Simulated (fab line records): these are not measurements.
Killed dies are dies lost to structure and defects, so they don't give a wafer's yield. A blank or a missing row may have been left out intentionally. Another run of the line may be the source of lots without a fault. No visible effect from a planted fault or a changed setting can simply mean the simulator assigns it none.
Comparing a struck lot with a sound one | flow sky130 | 16 out of 708 route steps
Sound: these wafers, L836.1, L836.5, L836.6. Struck: wafer L853.1 (L853.3, L853.6, from the same lot, were not struck and are left out); the cause is given at the end.
Per side, at each step with rows, come the tool, then ch with its chambers, and then its first start. Under that, the readings that differ: sound wafers | struck wafers | difference of the means | sigmas: that difference in standard deviations of wafers without a fault.
alike: readings whose means differ by less than 2 such deviations, and words and numbers that are the same on both sides. not compared: withheld readings, readings that some wafer has no value for, bounds like >300 that may hide the same value, and numbers for which the record gives no deviation and whose values overlap.
A row with sigmas, a row that says differs or no value, or rows on one side alone: a step with any of these is where the two part. When numbers do not overlap yet have no deviation, they are printed without sigmas and do not part them. A reading that every wafer of one side lacks parts them only if that side has two wafers or more.

first, 1 step without rows for these wafers: SKY_POLY_GATE_CVD_03 (deposits Si3N4 from DCS/NH3, target thk 75 nm, time 1290 s).
SKY_POLY_GATE_THK_MEAS_04:
  sound: film_metro-03 at day 17 02:43; struck: film_metro-02 at day 23 05:24
  alike: POLY_GATE_CVD_03_THK
then, 8 steps without rows for these wafers: SKY_POLY_GATE_DEHYDRATE_05 (time 60 s); SKY_POLY_GATE_HMDS_06 (prime time 60 s); SKY_POLY_GATE_COAT_07 (resist thk 110 nm); SKY_POLY_GATE_COAT_08 (resist thk 450 nm); SKY_POLY_GATE_SOFTBAKE_09 (time 90 s); SKY_POLY_GATE_EXPOSE_10 (exposes mask P1M, target cd 150 nm); SKY_POLY_GATE_PEB_11; SKY_POLY_GATE_DEVELOP_12 (develop time 60 s).
SKY_POLY_GATE_CD_MEAS_13: target cd 150 nm.
  sound: cd_sem-01 at day 18 09:41; struck: cd_sem-01 at day 24 10:56
  alike: cd_nm
SKY_POLY_GATE_OVL_MEAS_14:
  sound: overlay-02 at day 18 09:49; struck: overlay-01 at day 24 11:04
  alike: POLY_GATE_OVL
SKY_POLY_GATE_ETCH_15: etches BARC in N2/H2, stops on SiO2, time 118.5 s, target depth 110 nm.
  sound on rie_diel-04 ch 0,1,2, day 18 09:50; struck on rie_diel-01 ch 0, day 24 11:05
  reading                                          | sound              | struck | difference | sigmas
  bias_w (W)                                       | 100.18 99.96 99.85 | 76.43  | -23.57     | -79
  model.KrF-thick_of_POLY_GATE_COAT_08.thk_nm (nm) | 340.7 340.7 338.8  | 353    | +13        |
  alike: drypump_motor_current_A, h2_flow_sccm, oes_product_au, throttle_valve_pct
  not compared: rf_hours_counter_h
SKY_POLY_GATE_ETCH_16: etches Si3N4 in CH3F/O2, stops on poly-Si, time 147.5 s, target depth 75 nm.
  sound on rie_diel-04 ch 0,1,2, day 18 09:56; struck on rie_diel-01 ch 0, day 24 11:10
  alike: bias_w, drypump_motor_current_A, oes_product_au, throttle_valve_pct
  not compared: rf_hours_counter_h
SKY_POLY_GATE_ETCH_17: etches poly-Si in HBr/Cl2, stops on SiO2, target depth 180 nm, time 70.5 s.
  sound on rie_si-01 ch 0,1, day 18 10:01; struck on rie_si-01 ch 2, day 24 11:16
  reading                                          | sound             | struck | difference | sigmas
  model.KrF-thick_of_POLY_GATE_COAT_08.thk_nm (nm) | 134.6 133.4 129.6 | 149.1  | +16.6      |
  alike: bias_w, drypump_motor_current_A, oes_product_au, throttle_valve_pct
  not compared: rf_hours_counter_h
SKY_POLY_GATE_STRIP_18: strips in O2/N2.
  sound on plasma_asher-02 ch 0,1, day 18 10:05; struck on plasma_asher-01 ch 1, day 24 11:20
  reading                      | sound          | struck | difference | sigmas
  strip_time_to_endpoint_s (s) | 3.12 3.09 3.06 | 3.25   | +0.16      | +3
  alike: drypump_motor_current_A, oes_product_au
  not compared: rf_hours_counter_h

WHERE THEY PART
Last at SKY_POLY_GATE_STRIP_18 as far as this record goes, first at SKY_POLY_GATE_ETCH_15.

WHY: whatever the simulator had introduced
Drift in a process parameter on rie_diel-01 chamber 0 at SKY_POLY_GATE_ETCH_15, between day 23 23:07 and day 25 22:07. From 100, the setting bias_w moved by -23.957. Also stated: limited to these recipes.
